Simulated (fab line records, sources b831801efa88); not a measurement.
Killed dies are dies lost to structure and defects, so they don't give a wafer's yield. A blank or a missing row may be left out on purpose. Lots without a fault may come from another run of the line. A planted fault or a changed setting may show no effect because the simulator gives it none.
Which tool did it? | flow gf180mcu | 12 lots, 36 wafers sampled, at 1 step of a route of 602

WHAT THE GAUGES READ, wafer by wafer
GF_NSD_CD_MEAS_07: target cd 400 nm.
lot  | measured     | on        | cd_nm (nm)
L075 | day 13 16:31 | cd_sem-01 | 402.3 398.3 403.1
L077 | day 14 04:06 | cd_sem-01 | 399.4 399.4 401.7
L079 | day 15 03:20 | cd_sem-02 | 402.3 400.4 403.0
L081 | day 15 13:47 | cd_sem-02 | 400.0 399.0 402.3
L083 | day 16 09:07 | cd_sem-02 | 396.8 396.7 397.0
L085 | day 17 04:53 | cd_sem-01 | 402.9 401.7 402.1
L087 | day 18 00:38 | cd_sem-02 | 391.4 393.1 393.6
L089 | day 18 16:33 | cd_sem-01 | 398.2 402.5 402.4
L091 | day 19 09:05 | cd_sem-01 | 400.7 399.0 401.7
L093 | day 20 02:39 | cd_sem-01 | 400.1 400.8 398.0
L095 | day 20 18:56 | cd_sem-01 | 399.6 399.5 401.6
L097 | day 21 05:59 | cd_sem-02 | 403.6 405.0 406.1

WHICH TOOL RAN EACH LOT (tool, then ch and the chambers of the sampled wafers, then the start)
The record holds no process step before these readings.

THE ANSWER, worked out from the rows above alone
Rule: what is usual is taken from the lots themselves. Put in order of their means at a reading, lots are off if they are a third of the lots or fewer, leave a main group of 4 or more, and stand apart from it by a gap of 3 or more times the standard deviation of the main group's means; of several such gaps the widest counts. A main group whose means are all the same, to the digits that the tables above print for the reading, isn't used. A lot without any number at a reading at which 4 lots or more have one is off too. The other lots that the step has rows for count as sound.
No lot is off at any reading shown: from this, nothing can be told.

WHAT THE SIMULATOR HAD PUT IN
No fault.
